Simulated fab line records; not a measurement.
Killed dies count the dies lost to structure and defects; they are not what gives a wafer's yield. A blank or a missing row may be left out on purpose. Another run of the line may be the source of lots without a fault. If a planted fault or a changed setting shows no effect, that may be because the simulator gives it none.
The tool behind it: which one?    flow sky130    7 lots (21 wafers sampled), 1 step of a 708-step route

WHAT EACH GAUGE READ, for each wafer
SKY_SONOS_ONO_THK_MEAS_05.
lot   measured      on            SONOS_ONO_CVD_04_THK (nm)
L381  day 12 10:05  filmMetro-04  5.76 5.83 5.79
L390  day 15 07:17  filmMetro-03  5.78 5.61 5.59
L392  day 15 22:37  filmMetro-03  5.73 5.80 5.79
L394  day 16 12:32  filmMetro-02  5.83 5.77 5.81
L397  day 17 12:53  filmMetro-03  5.73 5.69 5.69
L399  day 18 09:28  filmMetro-03  5.94 5.75 5.93
L401  day 19 00:23  filmMetro-02  5.58 5.69 5.58

WHICH TOOL RAN EACH LOT (tool, then ch and the chambers of the sampled wafers, then the start)
There is no process step in the record ahead of these readings.

THE ANSWER, worked out from the rows above alone
Rule: usual is defined by the lots themselves. The widest of any qualifying gaps counts: lots, ordered by their means at a reading, are off when they make up no more than a third of the lots, leave a main group of 4 or more, and stand apart from it by 3 or more times the standard deviation of that group's means. A main group is skipped when, at the precision printed for the reading in the tables above, its means are all equal. A lot without any number at a reading at which 4 lots or more have one is off too. All remaining lots with rows at the step are treated as sound.
Nothing can be told from this: no lot is off at any reading shown.

WHAT THE SIMULATOR HAD INSERTED
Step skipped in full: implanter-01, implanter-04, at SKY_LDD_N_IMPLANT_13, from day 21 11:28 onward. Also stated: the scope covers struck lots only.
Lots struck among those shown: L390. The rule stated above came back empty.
